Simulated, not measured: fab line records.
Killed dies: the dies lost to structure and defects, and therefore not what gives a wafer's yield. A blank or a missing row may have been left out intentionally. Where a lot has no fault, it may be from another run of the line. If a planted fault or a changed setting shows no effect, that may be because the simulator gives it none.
fab line records	flow sky130
[record] lots = 7	wafers = 21	last_day = 50
route steps=708 shown POLY_GATE@218
lots that met no fault: taken from a fault-free run of the same line
start_h: start of the lot's first displayed wafer, in hours after the record's first day	wait_h: hours from the lot's prior step to this one	" repeats the value in the row above	L1.1+2: one row covering several wafers at once	- no value, or no start given	* or withheld: withheld	< > ~ a bound
route shown NAME@n: NAME is a module with steps in the file, n the number in the route of the first one	usual: the fault-free wafers' mean and standard deviation	same: alike in all rows	chamber/n: place in a boat	sites: the reading at each site	_std_site: how widely they spread, as a standard deviation	_edge_site: the outer-site mean with the inner-site mean subtracted	radius_mm: how far each site lies from the wafer's centre	mask NAME#n: copy n	behind: tool/chamber where the wafer was last shaped	hold: the reason the lot was held/the length of the hold in hours/how it ended	device: names the non-switching transistor (n, p or np)	end of line: tests run on the same wafers once the route is complete	step lacking rows: just its recipe	killed: not the wafer's yield, but the dies lost to structure and defects at the first sort	map: a wafer's dies, x killed, . not, _ none there
set.NAME: the setting that was run; set.NAME@STEP: the one run at that earlier step	model.NAME: the simulator's own value behind a step, which no gauge read
lots at some steps of the route; a table a step, a row a wafer
services: the hour from which a tool's chamber was out of use, counted from the record's first day as start_h (under 0 if before that day), plus the number of hours and why
[[steps]]
[step SKY_POLY_GATE_THK_MEAS_04]
[recipe] reads = Si3N4_of_POLY_GATE_CVD_03
[usual] POLY_GATE_CVD_03_THK = 75.1/0.71
lot.wafer	tool	chamber	start_h	wait_h	POLY_GATE_CVD_03_THK[nm]
L755.1	film_metro-01	-	401.14	0.0	74.2
L755.4	"	-	"	"	74.7
L755.6	"	-	"	"	74.3
L761.2	film_metro-01	-	447.90	0.0	74.4
L761.4	"	-	"	"	74.5
L761.5	"	-	"	"	74.3
L763.3	film_metro-01	-	455.11	0.0	74.2
L763.5	"	-	"	"	73.4
L763.6	"	-	"	"	73.7
L764.1	film_metro-02	-	464.53	0.0	74.8
L764.2	"	-	"	"	75.8
L764.4	"	-	"	"	74.9
L770.1	film_metro-04	-	521.89	0.0	75.6
L770.5	"	-	"	"	74.9
L770.6	"	-	"	"	75.1
L772.2	film_metro-01	-	537.46	0.0	74.4
L772.3	"	-	"	"	74.9
L772.4	"	-	"	"	75.3
L773.1	film_metro-04	-	539.69	0.0	76.0
L773.3	"	-	"	"	75.8
L773.4	"	-	"	"	75.7
[step SKY_POLY_GATE_DEHYDRATE_05]
[recipe] temp_c = 200	time_s = 60
[step SKY_POLY_GATE_HMDS_06]
[recipe] prime_time_s = 60	prime_temp_c = 120
[step SKY_POLY_GATE_COAT_07]
[recipe] resist = BARC	temp_c = withheld	time_s = withheld	spin_rpm = 3000	resist_thk_nm = 110
[step SKY_POLY_GATE_COAT_08]
[recipe] resist = KrF-thick	spin_rpm = 3000	resist_thk_nm = 450
[step SKY_POLY_GATE_SOFTBAKE_09]
[recipe] temp_c = 100	time_s = 90	resist = KrF-thick
[step SKY_POLY_GATE_EXPOSE_10]
[recipe] mask_id = P1M	na = 0.68	source_shape = conventional	sigma_outer = 0.6	target_cd_nm = 150	dose_mj = 28
[step SKY_POLY_GATE_PEB_11]
[recipe] peb_temp_c = withheld	peb_time_s = withheld	resist = KrF-thick
[step SKY_POLY_GATE_DEVELOP_12]
[recipe] develop_time_s = 60	resist = KrF-thick	dev_temp_c = 21
[step SKY_POLY_GATE_CD_MEAS_13]
[recipe] target_cd_nm = 150
[usual] cd_nm = 149.9/1.3
lot.wafer	tool	chamber	start_h	wait_h	cd_nm
L755.1	cd_sem-02	-	431.49	-	149.9
L755.4	"	-	"	"	151.5
L755.6	"	-	"	"	149.9
L761.2	cd_sem-02	-	478.39	-	148.9
L761.4	"	-	"	"	149.9
L761.5	"	-	"	"	149.8
L763.3	cd_sem-01	-	486.02	-	149.9
L763.5	"	-	"	"	150.0
L763.6	"	-	"	"	150.7
L764.1	cd_sem-01	-	495.13	-	152.1
L764.2	"	-	"	"	151.4
L764.4	"	-	"	"	151.1
L770.1	cd_sem-02	-	551.08	-	149.9
L770.5	"	-	"	"	149.9
L770.6	"	-	"	"	149.3
L772.2	cd_sem-02	-	567.24	-	148.4
L772.3	"	-	"	"	148.1
L772.4	"	-	"	"	147.7
L773.1	cd_sem-01	-	569.73	-	149.0
L773.3	"	-	"	"	149.2
L773.4	"	-	"	"	149.0
[step SKY_POLY_GATE_OVL_MEAS_14]
[usual] POLY_GATE_OVL = 3/4.5
lot.wafer	tool	chamber	start_h	wait_h	POLY_GATE_OVL[nm]
L755.1	overlay-01	-	431.61	0.1	8
L755.4	"	-	"	"	-1
L755.6	"	-	"	"	1
L761.2	overlay-01	-	478.49	0.1	10
L761.4	"	-	"	"	4
L761.5	"	-	"	"	5
L763.3	overlay-02	-	486.11	0.1	3
L763.5	"	-	"	"	-3
L763.6	"	-	"	"	0
L764.1	overlay-01	-	495.25	0.1	7
L764.2	"	-	"	"	7
L764.4	"	-	"	"	11
L770.1	overlay-02	-	551.20	0.1	7
L770.5	"	-	"	"	8
L770.6	"	-	"	"	8
L772.2	overlay-02	-	567.34	0.1	4
L772.3	"	-	"	"	4
L772.4	"	-	"	"	5
L773.1	overlay-01	-	569.85	0.1	3
L773.3	"	-	"	"	2
L773.4	"	-	"	"	1
[step SKY_POLY_GATE_ETCH_15]
[recipe] chemistry = N2/H2	target = BARC	ion_energy_ev = 200	source_w = 500	bias_w = 100	pressure_mtorr = 30	n2_flow_sccm = 100	h2_flow_sccm = 200	stop_on = SiO2	time_s = 118.5	target_depth_a = 1100
[usual] bias_w = 99.9/0.3	chamber_pressure_mTorr = 29.999/0.026	drypump_motor_current_A = 5.9/0.37	oes_product_au = 0.717/0.0049	throttle_valve_pct = 13.212/0.0093
lot.wafer	tool	chamber	start_h	wait_h	bias_w	chamber_pressure_mTorr	drypump_motor_current_A	oes_product_au	rf_hours_counter_h	throttle_valve_pct
L755.1	rie_diel-04	3	431.64	0.0	100.1	30.012	5.5	0.726	2	13.215
L755.4	"	1	"	"	99.7	29.992	6.1	0.719	-	13.205
L755.6	"	3	"	"	100.3	29.979	5.4	0.720	-	13.208
L761.2	rie_diel-01	0	478.52	0.0	99.8	30.028	6.2	0.723	6	13.208
L761.4	"	1	"	"	99.9	29.952	5.9	0.719	4	13.200
L761.5	"	0	"	"	99.9	30.028	6.2	0.722	-	13.227
L763.3	rie_diel-01	0	486.14	0.0	99.8	30.008	6.2	0.717	6	13.218
L763.5	"	3	"	"	100.1	30.004	5.2	0.726	-	13.204
L763.6	"	2	"	"	100.0	30.021	6.4	0.721	-	13.208
L764.1	rie_diel-02	3	495.29	0.0	99.7	30.026	5.6	0.720	36	13.215
L764.2	"	1	"	"	100.1	30.015	5.7	0.718	72	13.217
L764.4	"	2	"	"	99.9	30.014	5.8	0.717	6	13.215
L770.1	rie_diel-01	2	551.24	0.0	100.4	30.036	6.4	0.709	82	13.198
L770.5	"	2	"	"	100.1	29.946	6.4	0.712	-	13.211
L770.6	"	0	"	"	100.4	29.984	6.2	0.719	-	13.193
L772.2	rie_diel-02	0	567.37	0.0	100.2	29.999	6.2	0.709	7	13.232
L772.3	"	2	"	"	99.9	30.016	5.8	0.716	7	13.223
L772.4	"	1	"	"	100.0	30.010	5.7	0.712	73	13.226
L773.1	rie_diel-02	3	569.89	0.0	99.9	29.999	5.5	0.727	37	13.183
L773.3	"	1	"	"	100.4	29.996	5.7	0.717	73	13.226
L773.4	"	0	"	"	100.6	30.018	6.2	0.709	7	13.222
[step SKY_POLY_GATE_ETCH_16]
[recipe] stop_on = poly-Si	chemistry = CH3F/O2	target = Si3N4	source_w = 400	bias_w = 78.34	pressure_mtorr = 25	ch3f_flow_sccm = 40	O2_flow_sccm = 30	time_s = 147.5	target_depth_a = 750
[usual] O2_flow_sccm = 30.00/0.087	bias_w = 78.31/0.24	chamber_pressure_mTorr = 24.999/0.023	drypump_motor_current_A = 5.9/0.37	oes_product_au = 0.640/0.0049	throttle_valve_pct = 10.536/0.0086
lot.wafer	tool	chamber	start_h	wait_h	O2_flow_sccm	bias_w	chamber_pressure_mTorr	drypump_motor_current_A	oes_product_au	rf_hours_counter_h	throttle_valve_pct	model.KrF-thick_of_POLY_GATE_COAT_08.thk_nm
L755.1	rie_diel-04	3	431.72	0.0	29.93	78.24	24.996	5.5	0.638	2	10.538	233.9
L755.4	"	1	"	"	30.11	78.00	24.990	6.1	0.638	-	10.537	234.7
L755.6	"	3	"	"	29.99	78.22	24.997	5.5	0.630	-	10.534	233.4
L761.2	rie_diel-01	0	478.60	0.0	-	-	-	-	-	-	-	345.4
L761.4	"	1	"	"	-	-	-	-	-	-	-	346.2
L761.5	"	0	"	"	-	-	-	-	-	-	-	345.3
L763.3	rie_diel-01	0	486.22	0.0	-	-	-	-	-	-	-	344.8
L763.5	"	3	"	"	-	-	-	-	-	-	-	343.9
L763.6	"	2	"	"	-	-	-	-	-	-	-	341.8
L764.1	rie_diel-02	3	495.37	0.0	-	-	-	-	-	-	-	347.2
L764.2	"	1	"	"	-	-	-	-	-	-	-	346
L764.4	"	2	"	"	-	-	-	-	-	-	-	347.1
L770.1	rie_diel-01	2	551.32	0.0	30.09	78.17	24.993	6.4	0.644	82	10.530	238.5
L770.5	"	2	"	"	29.96	78.26	25.028	6.4	0.638	-	10.537	235.8
L770.6	"	0	"	"	29.98	78.43	24.970	6.2	0.637	-	10.543	240.9
L772.2	rie_diel-02	0	567.45	0.0	30.01	78.08	25.006	6.2	0.643	7	10.527	236.1
L772.3	"	2	"	"	29.90	78.72	25.012	5.7	0.645	8	10.531	235.9
L772.4	"	1	"	"	30.02	78.05	24.965	5.7	0.647	73	10.533	235.1
L773.1	rie_diel-02	3	569.97	0.0	29.92	77.98	25.025	5.5	0.646	37	10.511	234.6
L773.3	"	1	"	"	30.05	78.31	25.011	5.7	0.637	73	10.545	233.8
L773.4	"	0	"	"	29.97	78.33	25.014	6.2	0.639	7	10.520	233.9
[step SKY_POLY_GATE_ETCH_17]
[recipe] target_depth_nm = 180	stop_on = SiO2	over_etch_frac = 0.56667	chemistry = HBr/Cl2	target = poly-Si	icp_w = 400	bias_w = 100	pressure_mtorr = 10	HBr_flow_sccm = 150	Cl2_flow_sccm = 50	time_s = 70.5
[usual] HBr_flow_sccm = 150.0/0.47	bias_w = 100.0/0.33	chamber_pressure_mTorr = 10.000/0.0096	drypump_motor_current_A = 6.0/0.35	he_backside_leak_sccm = 2.67/0.24	oes_product_au = 0.990/0.0068	throttle_valve_pct = 33.684/0.0088
lot.wafer	tool	chamber	start_h	wait_h	HBr_flow_sccm	bias_w	chamber_pressure_mTorr	drypump_motor_current_A	he_backside_leak_sccm	oes_product_au	rf_hours_counter_h	throttle_valve_pct	model.KrF-thick_of_POLY_GATE_COAT_08.thk_nm
L755.1	rie_si-02	2	431.82	0.0	149.6	100.0	10.008	6.0	2.83	0.986	19	33.676	138.8
L755.4	"	3	"	"	150.6	99.6	10.006	5.7	2.78	0.989	2	33.680	140
L755.6	"	0	"	"	149.9	100.2	9.991	5.7	2.30	0.987	-	33.690	137.7
L761.2	rie_si-01	0	478.70	0.0	150.2	100.3	10.010	5.5	2.86	0.976	8	33.690	254
L761.4	"	2	"	"	149.9	99.8	9.999	6.3	2.77	0.995	1	33.687	252.6
L761.5	"	2	"	"	149.8	99.3	10.011	6.2	2.66	0.983	-	33.679	252.2
L763.3	rie_si-02	1	486.32	0.0	150.3	100.1	9.986	5.9	2.39	0.987	32	33.694	250.7
L763.5	"	1	"	"	150.7	100.1	10.009	5.9	2.33	0.985	-	33.685	249.8
L763.6	"	0	"	"	150.3	100.1	9.992	5.7	2.36	0.995	-	33.671	246.2
L764.1	rie_si-01	3	495.47	0.0	149.6	99.8	10.015	6.4	2.80	0.991	1	33.683	251.8
L764.2	"	0	"	"	150.6	100.0	10.008	5.5	3.00	0.986	8	33.686	253.3
L764.4	"	2	"	"	150.4	100.0	9.998	6.2	2.48	0.999	1	33.683	252.9
L770.1	rie_si-01	1	551.42	0.0	149.7	99.8	9.999	6.5	2.78	0.986	4	33.684	145.3
L770.5	"	0	"	"	149.7	100.6	9.954	5.5	2.85	0.994	-	33.683	142.4
L770.6	"	1	"	"	149.8	100.1	10.010	6.6	2.63	0.988	-	33.683	147.9
L772.2	rie_si-01	0	567.55	0.0	149.9	99.8	10.001	5.5	2.83	0.981	8	33.689	142.1
L772.3	"	3	"	"	150.2	99.9	9.995	6.4	2.90	0.986	1	33.666	140.4
L772.4	"	1	"	"	150.2	99.8	10.000	6.5	2.87	0.986	4	33.691	141.4
L773.1	rie_si-02	0	570.07	0.0	149.6	100.1	10.007	5.7	2.41	0.984	3	33.700	138.6
L773.3	"	2	"	"	149.6	99.1	9.989	6.0	2.65	0.984	19	33.667	139.6
L773.4	"	3	"	"	150.0	99.5	10.007	5.7	2.93	0.987	2	33.681	139.4
[step SKY_POLY_GATE_STRIP_18]
[recipe] chemistry = O2/N2	power_w = 1400	pressure_mtorr = 1500	platen_temp_c = withheld	o2_flow_sccm = 3000	n2_flow_sccm = 300	overash_fraction = 0.5
[usual] chamber_pressure_mTorr = 1499.9/1.4	drypump_motor_current_A = 5.7/0.31	oes_product_au = 0.360/0.0046	strip_time_to_endpoint_s = 3.166/0.026
[same] overash_fraction = 0.5
lot.wafer	tool	chamber	start_h	wait_h	chamber_pressure_mTorr	drypump_motor_current_A	oes_product_au	rf_hours_counter_h	strip_time_to_endpoint_s
L755.1	plasma_asher-04	1	431.88	0.0	1500.9	6.1	0.361	73	3.155
L755.4	"	1	"	"	1500.9	6.1	0.365	-	3.164
L755.6	"	0	"	"	1499.9	5.8	0.359	-	3.127
L761.2	plasma_asher-02	0	478.76	0.0	1499.6	5.5	0.410	32	4.401
L761.4	"	1	"	"	1500.1	5.8	0.410	-	4.385
L761.5	"	0	"	"	1503.3	5.6	0.411	-	4.375
L763.3	plasma_asher-01	0	486.41	0.1	1501.0	5.7	0.420	-	4.339
L763.5	"	0	"	"	1498.7	5.7	0.408	-	4.347
L763.6	"	1	"	"	1501.2	5.1	0.415	-	4.329
L764.1	plasma_asher-02	1	495.52	0.0	1500.6	5.9	0.407	34	4.354
L764.2	"	0	"	"	1501.8	5.6	0.410	34	4.362
L764.4	"	1	"	"	1497.0	5.8	0.405	-	4.379
L770.1	plasma_asher-01	0	551.47	0.0	1498.4	5.7	0.359	80	3.219
L770.5	"	1	"	"	1498.6	5.1	0.371	-	3.195
L770.6	"	0	"	"	1497.9	5.7	0.369	-	3.263
L772.2	plasma_asher-02	1	567.61	0.0	1500.3	5.9	0.357	41	3.191
L772.3	"	0	"	"	1500.7	5.5	0.356	-	3.169
L772.4	"	1	"	"	1497.1	5.9	0.367	-	3.179
L773.1	plasma_asher-02	0	570.12	0.0	1498.5	5.6	0.355	42	3.168
L773.3	"	1	"	"	1500.1	5.9	0.362	-	3.166
L773.4	"	0	"	"	1499.1	5.5	0.357	-	3.159
[step SKY_POLY_GATE_CLEAN_19]
[recipe] chemistry = SC1/SC2	mix = 1:4:20	temp_c = 70	time_s = 150	dry = n2_spin
[[services]]
tool	chamber	start_h	hours	kind
rie_si-02	2	415.06	6.5	repair
rie_diel-01	-	423.86	14.6	pm
rie_diel-02	1	442.76	5.7	repair
plasma_asher-04	-	443.83	16.5	repair
rie_diel-04	-	444.31	2.8	pm
rie_diel-01	0	446.05	9.3	repair
plasma_asher-04	-	448.47	1.4	repair
plasma_asher-04	-	452.09	12.5	repair
rie_diel-02	-	453.60	0.1	repair
plasma_asher-02	-	456.51	1.2	repair
rie_diel-01	0	460.48	7.4	repair
plasma_asher-02	-	469.28	0.7	repair
rie_diel-01	2	469.36	5.0	repair
rie_si-02	-	478.04	2.8	pm
rie_diel-04	3	512.30	10.8	repair
plasma_asher-02	-	512.50	2.8	pm
plasma_asher-04	-	523.82	28.1	pm
rie_diel-02	1	526.36	3.1	repair
rie_diel-01	1	543.92	21.0	repair
rie_diel-04	0	545.92	5.6	repair
rie_diel-02	3	552.59	5.0	repair
rie_si-02	1	557.12	1.1	repair
rie_diel-01	2	564.93	-	clean
rie_diel-01	2	564.93	17.0	scheduled_down
[[key]]
[first_sign] step = SKY_POLY_GATE_ETCH_16	reading = tool_record	direction = missing
[effect] step = SKY_POLY_GATE_STRIP_18	reading = strip_time_to_endpoint_s	direction = up	sigmas = 46	usual = *	struck = *
[model_effect] step = SKY_POLY_GATE_ETCH_16	value = KrF-thick_of_POLY_GATE_COAT_08.thk_nm	without = 235.1	struck = 345.3
[model_effect] step = SKY_POLY_GATE_ETCH_17	value = KrF-thick_of_POLY_GATE_COAT_08.thk_nm	without = 141.3	struck = 251.5
met_at SKY_POLY_GATE_ETCH_16
struck_wafers L761.2,L761.4,L761.5,L763.3,L763.5,L763.6,L764.1,L764.2,L764.4
later_rows_left_out L761.2,L761.4,L761.5,L763.3,L763.5,L763.6,L764.1,L764.2,L764.4
sort_left_out L761.2,L761.4,L761.5,L763.3,L763.5,L763.6,L764.1,L764.2,L764.4
tester_left_out L761,L763,L764
[fault] kind = skipped_step_whole	tool = rie_diel-01,rie_diel-02	chamber = -	onset_h = 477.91	steps = SKY_POLY_GATE_ETCH_16	scope = struck_lots_only
// tester_left_out: of these lots the tester's yield and bins aren't shown, on N5 and GAA mostly nor the transistor test; their killed dies are dies lost to structure and defects alone, not to doping, threshold or leakage, so they don't give the yield
// sort_left_out: the simulated sort isn't trusted on such a fault, so these wafers' sort isn't shown, and their yield isn't known
// later_rows_left_out: the simulator's readings of these wafers behind a module that went badly wrong aren't trusted and aren't shown, but for the sort
